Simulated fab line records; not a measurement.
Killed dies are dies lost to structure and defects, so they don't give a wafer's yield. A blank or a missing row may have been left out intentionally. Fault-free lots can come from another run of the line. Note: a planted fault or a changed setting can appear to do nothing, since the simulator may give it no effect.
Comparing a struck lot with a sound one || flow sky130 || 27 out of 708 route steps
Sound: the wafers L828.1, L828.2, L828.5. Struck: wafer L838.6 (L838.3, L838.4, from the same lot, were not struck and are left out); the cause is given at the end.
Order at every step that has rows: each side's tool, ch and its chambers, its first start. Under that, the readings that differ: sound wafers || struck wafers || difference of the means || sigmas: that difference in standard deviations of wafers without a fault.
alike: readings with means less than 2 such deviations apart, plus words and numbers identical on both sides. not compared: withheld readings, readings lacking a value on some wafer, bounds such as >300 that could conceal the same value, and numbers that have no deviation in the record and whose values overlap.
The two part at a step that has a row with sigmas, a row that says differs or no value, or rows on one side only. Numbers that don't overlap but have no deviation are shown without sigmas and don't part them. Lack of a reading on every wafer of one side parts them only where that side has two or more wafers.

first, 10 steps without rows for these wafers: SKY_LOCAL_INTERCONNECT_SOFTBAKE_07 (time 90 s); SKY_LOCAL_INTERCONNECT_EXPOSE_08 (exposes mask LI1M, target cd 170 nm); SKY_LOCAL_INTERCONNECT_PEB_09; SKY_LOCAL_INTERCONNECT_DEVELOP_10 (develop time 60 s); SKY_LOCAL_INTERCONNECT_ETCH_13 (etches BARC in N2/H2, stops on SiO2, time 45.9 s, target depth 60 nm); SKY_LOCAL_INTERCONNECT_METAL_ETCH_14 (etches TiN in Cl2/BCl3, stops on PSG, target depth 110 nm, time 31.4 s); SKY_LOCAL_INTERCONNECT_STRIP_15 (strips in O2/N2); SKY_LOCAL_INTERCONNECT_STRIP_16 (strips in post etch residue remover, time 1200 s); SKY_LOCAL_INTERCONNECT_CLEAN_17 (cleans in IPA, time 180 s); SKY_LOCAL_INTERCONNECT_CLEAN_18 (cleans in O3/DIW).
SKY_CONTACT_CVD_00: deposits Si3N4, target thk 75 nm.
  sound on pecvd-02 ch 0,1, day 33 01:01; struck on pecvd-02 ch 2, day 36 09:55
{"reading": "model.Si3N4_of_CONTACT_CVD_00.thkNm (nm)", "sound": "74.09 74.23 75.34", "struck": 112.4, "difference": "+37.8", "sigmas": ""}
  alike: heaterPowerW
SKY_CONTACT_THK_MEAS_01:
  sound: filmMetro-04 at day 33 01:03; struck: filmMetro-01 at day 36 09:58
{"reading": "CONTACT_CVD_00_THK (nm)", "sound": "74.0 74.3 75.3", "struck": 112.5, "difference": "+38.0", "sigmas": "+35"}
then, 12 steps without rows for these wafers: SKY_CONTACT_HDPCVD_02 (deposits SiO2, target thk 565 nm, time 94.2 s); SKY_CONTACT_CMP_04 (polishes SiO2); SKY_CONTACT_DEHYDRATE_06 (time 60 s); SKY_CONTACT_HMDS_07 (prime time 60 s); SKY_CONTACT_COAT_08 (resist thk 60 nm); SKY_CONTACT_COAT_09 (resist thk 450 nm); SKY_CONTACT_SOFTBAKE_10 (time 90 s); SKY_CONTACT_EXPOSE_11 (exposes mask CTM1, target cd 170 nm); SKY_CONTACT_PEB_12; SKY_CONTACT_DEVELOP_13 (develop time 60 s); SKY_CONTACT_ETCH_16 (etches BARC in N2/H2, stops on SiO2, time 45.9 s, target depth 60 nm); SKY_CONTACT_ETCH_17 (etches SiO2 in C4F8/O2/Ar, stops on Si3N4, target depth 340 nm).
SKY_CONTACT_ETCH_18: etches Si3N4 in CHF3/O2, stops on TiN, time 39 s, target depth 75 nm.
  sound: rieDiel-04 ch 0,1; struck: rieDiel-01 ch 0
{"reading": "oesProductAu (a.u.)", "sound": "0.851 0.845 0.865", "struck": 0.994, "difference": "+0.140", "sigmas": "+17"}
{"reading": "throttleValvePct (%)", "sound": "8.786 8.794 8.796", "struck": 8.821, "difference": "+0.029", "sigmas": "+3"}
{"reading": "model.etch.depthNm (nm)", "sound": "74.09 74.23 75.34", "struck": 95.37, "difference": "+20.82", "sigmas": ""}
  alike: O2_flow_sccm, drypumpMotorCurrentA
  not compared: rfHoursCounterH
then, 1 step without rows for these wafers: SKY_CONTACT_STRIP_19 (strips in O2/N2).
-- the record jumps here: 14 days lie between the struck wafers' starts before and after (it left off in module CONTACT and takes up again in module PAD_OPEN, whose first step shown is number 708 of the route) --
SKY_PAD_OPEN_PROBE_99:
  record: rows for the struck wafers here (prober-01, day 50 03:59), none for the sound ones

WHERE THEY PART
At SKY_CONTACT_THK_MEAS_01 first; at SKY_PAD_OPEN_PROBE_99 last (within this record only).

WHY: whatever the simulator had introduced
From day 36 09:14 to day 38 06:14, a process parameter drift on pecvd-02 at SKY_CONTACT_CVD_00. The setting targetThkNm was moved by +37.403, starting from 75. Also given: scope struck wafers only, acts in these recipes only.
